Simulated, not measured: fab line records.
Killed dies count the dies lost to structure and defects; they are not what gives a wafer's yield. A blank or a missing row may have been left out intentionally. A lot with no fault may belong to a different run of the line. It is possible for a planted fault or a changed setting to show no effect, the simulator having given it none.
Lot-split experiment :: flow sky130 :: route with 708 steps; 5 lots, 23 wafers read

ABOUT THE SPLIT
At SKY_PASSIVATION_EXPOSE_08 (exposes mask NSM, target cd 3000 nm), the setting doseMj was moved away from the recipe's 260 on 8 of the 23 wafers read, by +4.5% to +5.4%. All remaining wafers had this setting at the recipe value.

FROM THE SPLIT TO THE READING: what the file shows between them, 2 steps
- SKY_PASSIVATION_PEB_09
- SKY_PASSIVATION_DEVELOP_10: develop time 60 s

THE READING
PASSIVATION.cdNm (the simulator's own value, which no gauge read), in nm, at SKY_PASSIVATION_ETCH_11 (etches the open film in CF4/O2, stops on AlCu, target depth 725 nm, time 161.1 s). No usual value for it is given in the file. Here, 15 wafers ran the recipe; their average is 2992 nm with a standard deviation of 5.7 nm.

wafer: L074.1
tool, chamber at the split: ilineStepper-02, 0
doseMj as run: 260
against the recipe: recipe
PASSIVATION.cdNm, nm: 2994
against lot-mates on the recipe: -

wafer: L074.2
tool, chamber at the split: ilineStepper-02, 0
doseMj as run: 260
against the recipe: recipe
PASSIVATION.cdNm, nm: 2995
against lot-mates on the recipe: -

wafer: L074.6
tool, chamber at the split: ilineStepper-02, 0
doseMj as run: 260
against the recipe: recipe
PASSIVATION.cdNm, nm: 2987
against lot-mates on the recipe: -

wafer: L080.2
tool, chamber at the split: ilineStepper-01, 0
doseMj as run: 260
against the recipe: recipe
PASSIVATION.cdNm, nm: 2988
against lot-mates on the recipe: -

wafer: L080.3
tool, chamber at the split: ilineStepper-01, 0
doseMj as run: 272
against the recipe: +4.6%
PASSIVATION.cdNm, nm: 3003
against lot-mates on the recipe: +13

wafer: L080.4
tool, chamber at the split: ilineStepper-01, 0
doseMj as run: 272
against the recipe: +4.6%
PASSIVATION.cdNm, nm: 3004
against lot-mates on the recipe: +14

wafer: L080.5
tool, chamber at the split: ilineStepper-01, 0
doseMj as run: 272
against the recipe: +4.6%
PASSIVATION.cdNm, nm: 3001
against lot-mates on the recipe: +11

wafer: L080.6
tool, chamber at the split: ilineStepper-01, 0
doseMj as run: 260
against the recipe: recipe
PASSIVATION.cdNm, nm: 2992
against lot-mates on the recipe: -

wafer: L081.1
tool, chamber at the split: ilineStepper-01, 0
doseMj as run: 271.7
against the recipe: +4.5%
PASSIVATION.cdNm, nm: 3022
against lot-mates on the recipe: +23

wafer: L081.2
tool, chamber at the split: ilineStepper-01, 0
doseMj as run: 260
against the recipe: recipe
PASSIVATION.cdNm, nm: 2998
against lot-mates on the recipe: -

wafer: L081.4
tool, chamber at the split: ilineStepper-01, 0
doseMj as run: 260
against the recipe: recipe
PASSIVATION.cdNm, nm: 3000
against lot-mates on the recipe: -

wafer: L081.5
tool, chamber at the split: ilineStepper-01, 0
doseMj as run: 260
against the recipe: recipe
PASSIVATION.cdNm, nm: 3000
against lot-mates on the recipe: -

wafer: L081.6
tool, chamber at the split: ilineStepper-01, 0
doseMj as run: 271.7
against the recipe: +4.5%
PASSIVATION.cdNm, nm: 3017
against lot-mates on the recipe: +18

wafer: L082.1
tool, chamber at the split: ilineStepper-02, 0
doseMj as run: 274
against the recipe: +5.4%
PASSIVATION.cdNm, nm: 3018
against lot-mates on the recipe: +20

wafer: L082.3
tool, chamber at the split: ilineStepper-02, 0
doseMj as run: 260
against the recipe: recipe
PASSIVATION.cdNm, nm: 2999
against lot-mates on the recipe: -

wafer: L082.4
tool, chamber at the split: ilineStepper-02, 0
doseMj as run: 274
against the recipe: +5.4%
PASSIVATION.cdNm, nm: 3020
against lot-mates on the recipe: +22

wafer: L082.6
tool, chamber at the split: ilineStepper-02, 0
doseMj as run: 274
against the recipe: +5.4%
PASSIVATION.cdNm, nm: 3020
against lot-mates on the recipe: +22

wafer: L082.5
tool, chamber at the split: ilineStepper-02, 0
doseMj as run: 260
against the recipe: recipe
PASSIVATION.cdNm, nm: 2996
against lot-mates on the recipe: -

wafer: L085.1
tool, chamber at the split: ilineStepper-01, 0
doseMj as run: 260
against the recipe: recipe
PASSIVATION.cdNm, nm: 2992
against lot-mates on the recipe: -

wafer: L085.2
tool, chamber at the split: ilineStepper-01, 0
doseMj as run: 260
against the recipe: recipe
PASSIVATION.cdNm, nm: 2982
against lot-mates on the recipe: -

wafer: L085.3
tool, chamber at the split: ilineStepper-01, 0
doseMj as run: 260
against the recipe: recipe
PASSIVATION.cdNm, nm: 2985
against lot-mates on the recipe: -

wafer: L085.6
tool, chamber at the split: ilineStepper-01, 0
doseMj as run: 260
against the recipe: recipe
PASSIVATION.cdNm, nm: 2985
against lot-mates on the recipe: -

wafer: L085.5
tool, chamber at the split: ilineStepper-01, 0
doseMj as run: 260
against the recipe: recipe
PASSIVATION.cdNm, nm: 2993
against lot-mates on the recipe: -

FIT RESULTS
A straight line over all 23 wafers: PASSIVATION.cdNm changes by +4.31 nm for each +1% of doseMj; r = +0.84; the points scatter about the line by 6.7 nm.
The same after taking each lot's own level away (the mean of its wafers on the recipe; 23 wafers): +3.72 nm for each +1%; r = +0.93; scatter 3.5 nm.
The reading moves by 20 nm for the largest change in doseMj, on that fit.
From 2987.4 to 2999.3 nm: that is the span of the lots' own levels, equal to 2.1 times the standard deviation above.
Hence the slope depends on the lot-to-lot level, as the two fits are not the same.
Check: +19.9 nm against its lot-mates is what the line predicts for one of the wafers moved furthest among these (+5.4%) when that wafer is left out of the fit. Against them it came out at +20.5 nm.

ADDITIONAL SPLITS CARRIED BY THESE WAFERS
Other splits were also applied to these wafers ahead of the reading. Each is held against what the fit with the lots' levels taken away leaves over:
other split on the same wafers: SKY_METAL2_ETCH_18 ionEnergyEv
wafers away from the commonest value: 7
r with PASSIVATION.cdNm (lot level and that fit taken away): +0.15

other split on the same wafers: SKY_VIA2_CMP_02 leaveAboveRefNm
wafers away from the commonest value: 8
r with PASSIVATION.cdNm (lot level and that fit taken away): -0.07

other split on the same wafers: SKY_VIA2_ETCH_14 ionEnergyEv
wafers away from the commonest value: 7
r with PASSIVATION.cdNm (lot level and that fit taken away): -0.07

other split on the same wafers: SKY_VIA2_CVD_21 tempC
wafers away from the commonest value: 9
r with PASSIVATION.cdNm (lot level and that fit taken away): +0.42

other split on the same wafers: SKY_VIA3_STRIP_16 pressureMtorr
wafers away from the commonest value: 18
r with PASSIVATION.cdNm (lot level and that fit taken away): -0.18

other split on the same wafers: SKY_METAL4_ETCH_17 timeS
wafers away from the commonest value: 11
r with PASSIVATION.cdNm (lot level and that fit taken away): +0.20

other split on the same wafers: SKY_VIA4_CMP_21 tOverpolishS
wafers away from the commonest value: 7
r with PASSIVATION.cdNm (lot level and that fit taken away): +0.49

other split on the same wafers: SKY_METAL5_SOFTBAKE_10 tempC
wafers away from the commonest value: 11
r with PASSIVATION.cdNm (lot level and that fit taken away): -0.02

THE FILE'S OWN FIT
PASSIVATION.cdNm changes by +3.83 nm for each +1% of doseMj, r = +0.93.
